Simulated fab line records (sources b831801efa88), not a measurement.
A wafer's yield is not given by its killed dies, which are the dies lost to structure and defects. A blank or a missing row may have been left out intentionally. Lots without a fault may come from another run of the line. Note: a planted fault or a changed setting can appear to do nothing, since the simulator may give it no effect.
Comparing a struck lot with a sound one -- flow gf180mcu -- 17 out of 602 route steps
Sound: these wafers, L613.4, L613.5, L613.6. Wafers struck: L622.1, L622.3, L622.5. At the end, the cause is stated.
Each step with rows lists, per side, the tool, then ch with its chambers, then its first start. Under that, the readings that differ: sound wafers -- struck wafers -- difference of the means -- sigmas: that difference in standard deviations of wafers without a fault.
alike: a reading whose means differ by less than 2 such deviations, as well as words and numbers matching on both sides. not compared: withheld readings; readings where some wafer has no value; bounds like >300 that might hide an equal value; numbers whose values overlap and for which the record gives no deviation.
Wherever a step has rows on one side only, a row that says differs or no value, or a row with sigmas, the two part there. Numbers that don't overlap but have no deviation are shown without sigmas and don't part them. A reading that every wafer of one side lacks parts them only if that side has two wafers or more.

first, 4 steps without rows for these wafers: GF_M3_SOFTBAKE_10 (time 60 s); GF_M3_EXPOSE_11 (exposes mask Metal3, target cd 280 nm); GF_M3_PEB_12 (peb time 90 s); GF_M3_DEVELOP_13 (develop time 60 s).
GF_M3_CD_MEAS_14: target cd 280 nm.
  sound on cdSem-01, day 25 00:05; struck on cdSem-02, day 27 09:03
reading,sound,struck,difference,sigmas
cdNm (nm),282.0 282.5 281.7,279.1 278.4 277.4,-3.8,-3
GF_M3_OVL_MEAS_15:
  sound on overlay-01, day 25 00:09; struck on overlay-02, day 27 09:10
reading,sound,struck,difference,sigmas
M3_OVL (nm),-3 -9 -2,9 13 9,+15,+2
GF_M3_METAL_ETCH_16: etches the open film in Cl2/BCl3, stops on SiO2, target depth 627.5 nm, time 104.6 s.
  sound on rieMetal-02 ch 0,1, day 25 00:13; struck on rieMetal-02 ch 0,1, day 27 09:12
  alike: chamberPressureMTorr, drypumpMotorCurrentA, oesProductAu, throttleValvePct
  not compared: rfHoursCounterH
GF_M3_STRIP_17: strips in O2/N2.
  sound on plasmaAsher-02 ch 0,1, day 25 00:19; struck on plasmaAsher-02 ch 0,1, day 27 09:19
  alike: chamberPressureMTorr, drypumpMotorCurrentA, heaterPowerW, oesProductAu, stripTimeToEndpointS
  not compared: rfHoursCounterH
then, 3 steps without rows for these wafers: GF_M3_STRIP_18 (strips in post etch residue remover, time 1200 s); GF_M3_CLEAN_19 (cleans in DIW); GF_V3_CVD_00 (deposits SiO2, target thk 600 nm, time 100 s).
GF_V3_THK_MEAS_01:
  sound on filmMetro-02, day 25 00:55; struck on filmMetro-03, day 27 10:16
  alike: V3_CVD_00_THK
GF_V3_CVD_02: deposits SiO2 from TEOS, target thk 850 nm, time 94.851 s.
  sound on pecvd-01 ch 0,1,2, day 25 00:59; struck on pecvd-01 ch 0,2, day 27 10:19
reading,sound,struck,difference,sigmas
model.SiO2_of_V3_CVD_02.thkNm (nm),860.5 851.8 869.3,894.6 897.4 915.2,+41.9,
  alike: heaterPowerW
GF_V3_THK_MEAS_03:
  sound on filmMetro-01, day 25 01:03; struck on filmMetro-01, day 27 10:37
reading,sound,struck,difference,sigmas
V3_CVD_02_THK (nm),861 852 869,895 897 915,+42,+4
  not compared: hold
GF_V3_CMP_04: polishes SiO2.
  sound on cmp-02 ch 0,3, day 25 01:05; struck on cmp-01 ch 0,1,3, day 27 13:17
reading,sound,struck,difference,sigmas
hold,- - -,awaitDispo/2.5h/release awaitDispo/2.5h/release awaitDispo/2.5h/release,no value on the sound wafers,
timeToEndpointS (s),89 86 88,101 96 105,+13,+3
  alike: headPressurePsi, motorCurrentA
GF_V3_BOW_MEAS_05:
  sound on filmMetro-01, day 25 01:26; struck on filmMetro-03, day 27 13:29
  alike: V3_BOW
following that, these wafers have no rows for 1 step: GF_PASSIVATION_PROBE_99.

WHERE THEY PART
Earliest at GF_M3_CD_MEAS_14; latest, in this record, at GF_V3_CMP_04. Later steps at which nothing parts them and some readings are alike: GF_V3_BOW_MEAS_05.

WHY: what the simulator had put in
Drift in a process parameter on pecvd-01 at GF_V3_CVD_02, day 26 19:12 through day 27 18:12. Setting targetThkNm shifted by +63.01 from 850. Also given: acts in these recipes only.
